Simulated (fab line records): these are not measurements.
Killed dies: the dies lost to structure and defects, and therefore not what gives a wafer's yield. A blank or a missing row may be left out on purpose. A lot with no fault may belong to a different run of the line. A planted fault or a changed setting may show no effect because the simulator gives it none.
Struck lot and sound lot, side by side    flow gf180mcu    43 steps out of a route of 602
Sound: wafers L652.2, L652.3, L652.4. Struck: wafers L666.1, L666.4, L666.5. Last of all comes the cause.
Order at every step that has rows: each side's tool, ch and its chambers, its first start. Under that, the readings that differ: sound wafers    struck wafers    difference of the means    sigmas: that difference in standard deviations of wafers without a fault.
alike: same words and numbers on both sides, and readings whose means sit less than 2 such deviations apart. not compared: any withheld reading, any reading some wafer has no value for, any bound like >300 that may hide the same value, and any number with overlapping values for which the record gives no deviation.
A row with sigmas, a row that says differs or no value, or rows on one side alone: a step with any of these is where the two part. Numbers that have no deviation but don't overlap get no sigmas and don't part them. A reading missing from all wafers of one side parts the sides only when that side holds two or more wafers.

GF_CONTACT_BOW_MEAS_05:
  sound: filmMetro-01 at day 17 16:17; struck: filmMetro-01 at day 22 11:50
  alike: CONTACT_BOW
then, 8 steps without rows for these wafers: GF_CONTACT_DEHYDRATE_06 (time 60 s); GF_CONTACT_HMDS_07 (prime time 60 s); GF_CONTACT_COAT_08; GF_CONTACT_COAT_09 (resist thk 1000 nm); GF_CONTACT_SOFTBAKE_10 (time 60 s); GF_CONTACT_EXPOSE_11 (exposes mask Contact, target cd 220 nm); GF_CONTACT_PEB_12 (peb time 90 s); GF_CONTACT_DEVELOP_13 (develop time 60 s).
GF_CONTACT_CD_MEAS_14: target cd 220 nm.
  sound: cdSem-01 at day 18 15:47; struck: cdSem-02 at day 23 10:27
  alike: cdNm
GF_CONTACT_OVL_MEAS_15:
  sound: overlay-02 at day 18 15:54; struck: overlay-02 at day 23 10:35
  alike: CONTACT_OVL
GF_CONTACT_ETCH_16: etches BARC in N2/H2.
  sound on rieDiel-02 ch 0,1,2, day 18 15:56; struck on rieDiel-01 ch 0,3, day 23 10:38
  alike: drypumpMotorCurrentA, oesProductAu, throttleValvePct
GF_CONTACT_ETCH_17: etches SiO2 in C4F8/O2/Ar, stops on CoSi2, target depth 860 nm.
  sound on rieDiel-02 ch 0,1,2, day 18 15:00; struck on rieDiel-01 ch 0,3, day 23 10:00
  alike: oesProductAu
then, 4 steps without rows for these wafers: GF_CONTACT_STRIP_18 (strips in O2/N2); GF_CONTACT_CLEAN_19 (cleans in SPM); GF_CONTACT_CLEAN_20 (cleans in DIW); GF_CONTACT_CLEAN_21 (cleans in dHF, time 20 s).
GF_CONTACT_SPUTTER_22: material Ti, target thk 15 nm, time 80.02 s.
  sound: pvdSputter-01 at day 18 16:23; struck: pvdSputter-03 at day 23 11:05
  alike: throttleValvePct
GF_CONTACT_SPUTTER_23: material TiN, target thk 10 nm, time 40 s.
  sound: pvdSputter-01 at day 18 16:27; struck: pvdSputter-03 at day 23 11:09
  alike: throttleValvePct
then, 1 step without rows for these wafers: GF_CONTACT_CVD_24 (deposits W, target thk 300 nm, time 90.339 s).
GF_CONTACT_RS_MEAS_25: the measuring method here is four-point-probe.
  sound: filmMetro-03 at day 18 16:37; struck: filmMetro-02 at day 23 11:17
  alike: CONTACT_W_RS
GF_CONTACT_THK_MEAS_26: measures by xrf.
  sound: filmMetro-03 at day 18 16:44; struck: filmMetro-02 at day 23 11:25
  alike: CONTACT_W_THK
then, 2 steps without rows for these wafers: GF_CONTACT_CMP_27 (polishes, stops on SiO2, t overpolish 15 s, target thk 0 nm); GF_M1_SPUTTER_00 (material Ti, target thk 37.5 nm, time 150 s).
GF_M1_SPUTTER_01: material TiN, target thk 30 nm, time 25 s.
  sound: pvdSputter-03 at day 18 17:11; struck: pvdSputter-01 at day 23 11:52
  alike: throttleValvePct
then, 3 steps without rows for these wafers: GF_M1_SPUTTER_02 (material AlCu, target thk 450 nm, time 23.9 s); GF_M1_SPUTTER_03 (material Ti, target thk 10 nm, time 6.7 s); GF_M1_SPUTTER_04 (material TiN, target thk 50 nm, time 41.7 s).
GF_M1_RS_MEAS_05: the measuring method here is four-point-probe.
  sound: filmMetro-03 at day 18 17:19; struck: filmMetro-04 at day 23 11:59
  alike: M1_ALCU_RS
GF_M1_THK_MEAS_06: measures by xrf.
  sound: filmMetro-03 at day 18 17:26; struck: filmMetro-04 at day 23 12:07
reading           sound        struck       difference  sigmas
M1_ALCU_THK (nm)  440 440 440  427 428 429  -12         -2
then, 7 steps without rows for these wafers: GF_M1_DEHYDRATE_07 (time 60 s); GF_M1_HMDS_08 (prime time 60 s); GF_M1_COAT_09 (resist thk 1000 nm); GF_M1_SOFTBAKE_10 (time 60 s); GF_M1_EXPOSE_11 (exposes mask Metal1, target cd 230 nm); GF_M1_PEB_12 (peb time 90 s); GF_M1_DEVELOP_13 (develop time 60.98 s).
GF_M1_CD_MEAS_14: target cd 230 nm.
  sound: cdSem-01 at day 19 17:46; struck: cdSem-01 at day 24 10:33
  alike: cdNm
GF_M1_OVL_MEAS_15:
  sound: overlay-01 at day 19 17:52; struck: overlay-01 at day 24 10:40
  alike: M1_OVL
then, 1 step without rows for these wafers: GF_M1_METAL_ETCH_16 (etches the open film in Cl2/BCl3, stops on SiO2, target depth 750.8 nm, time 125.1 s).
GF_M1_STRIP_17: strips in O2/N2.
  sound on plasmaAsher-03 ch 0,1, day 19 18:02; struck on plasmaAsher-03 ch 0,1, day 24 10:50
reading                   sound           struck          difference  sigmas
stripTimeToEndpointS (s)  7.42 7.46 7.44  7.29 7.32 7.31  -0.13       -2
  alike: drypumpMotorCurrentA, heaterPowerW, oesProductAu
  not compared: rfHoursCounterH
then, 1 step without rows for these wafers: GF_M1_STRIP_18 (strips in post etch residue remover, time 1200 s).
-- the record jumps here: 10 days lie between the struck wafers' starts before and after (it left off in module M1 and takes up again in module PASSIVATION, whose first step shown is number 602 of the route) --
GF_PASSIVATION_PROBE_99:
  only the struck wafers here have rows in the record (prober-01, day 34 12:41); the sound ones have none

WHERE THEY PART
At GF_M1_THK_MEAS_06 first; at GF_PASSIVATION_PROBE_99 last (within this record only).

WHY: the cause the simulator had injected
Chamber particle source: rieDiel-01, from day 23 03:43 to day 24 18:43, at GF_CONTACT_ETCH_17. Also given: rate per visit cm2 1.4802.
